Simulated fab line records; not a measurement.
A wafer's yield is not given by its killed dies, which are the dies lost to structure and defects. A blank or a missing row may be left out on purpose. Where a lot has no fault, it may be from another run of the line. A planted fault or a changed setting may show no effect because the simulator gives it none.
A single fault, viewed from 2 desks | flow sky130 | what lay behind the numbers comes last; until then each desk has only its own

== THE METROLOGY DESK ==
What the gauges read for every lot (on any tool): the sampled wafers with a number, averaged. The brackets show how far a lot's mean lies from the usual mean; more than 4 standard deviations puts the lot out of limits, marked OUT.
Columns: A = LOCAL_INTERCONNECT_OVL at SKY_LOCAL_INTERCONNECT_OVL_MEAS_12, usual -2 nm
lot  | first seen here | A
L167 | day 33 15:31    | 4
L169 | day 33 21:38    | -2
L172 | day 34 21:34    | -12
L175 | day 36 03:29    | 2
L176 | day 36 14:05    | -1
L179 | day 37 02:40    | -3
L180 | day 37 06:18    | -2
L181 | day 37 11:42    | -3
L182 | day 37 18:42    | 0
L184 | day 38 11:55    | -0
L185 | day 38 15:59    | -6
L186 | day 38 22:13    | -4
Result from this desk: across the 12 lots, nothing is out of limits.

== THE TOOL OWNER'S DESK: litho_track-04 ==
Per lot that ran on this tool, the mean of the sampled wafers carrying a number, from the tool's own readings at SKY_CONTACT_DEHYDRATE_06 (time 60 s). The brackets show how far a lot's mean lies from the usual mean; more than 4 standard deviations puts the lot out of limits, marked OUT.
Columns: A = heater_power_total_W at SKY_CONTACT_DEHYDRATE_06, usual 160.38 W; B = plate_temp_C at SKY_CONTACT_DEHYDRATE_06, usual 199.99 C
lot  | first seen here | A                | B
L167 | day 34 05:49    | 160.29           | 199.93
L169 | day 34 12:36    | 160.42           | 200.10
L176 | day 37 04:09    | 160.45           | 200.05
L181 | day 38 02:12    | 165.06 (+36) OUT | 204.91 (+29) OUT
L182 | day 38 08:34    | 165.05 (+36) OUT | 204.71 (+28) OUT
This desk finds L181, L182 out of limits, L181 being first, at day 38 02:12 (heater_power_total_W at SKY_CONTACT_DEHYDRATE_06). Within limits: L167, L169, L176.

== BROUGHT TOGETHER ==
An alarm could have come from the tool owner's desk at day 38 02:12, on L181, L182.
From the metrology desk's view, nothing was out of limits.
The metrology desk has L181, L182 on record, within its limits.
Every lot named ran SKY_CONTACT_DEHYDRATE_06 on litho_track-04.

== WHAT THE SIMULATOR HAD INSERTED ==
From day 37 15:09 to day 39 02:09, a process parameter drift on litho_track-04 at SKY_CONTACT_DEHYDRATE_06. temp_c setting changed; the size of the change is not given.
Shown lots that were struck: L181, L182.
Delay in hours, fault start to first out-of-limits reading, by desk: the tool owner's desk at 11.
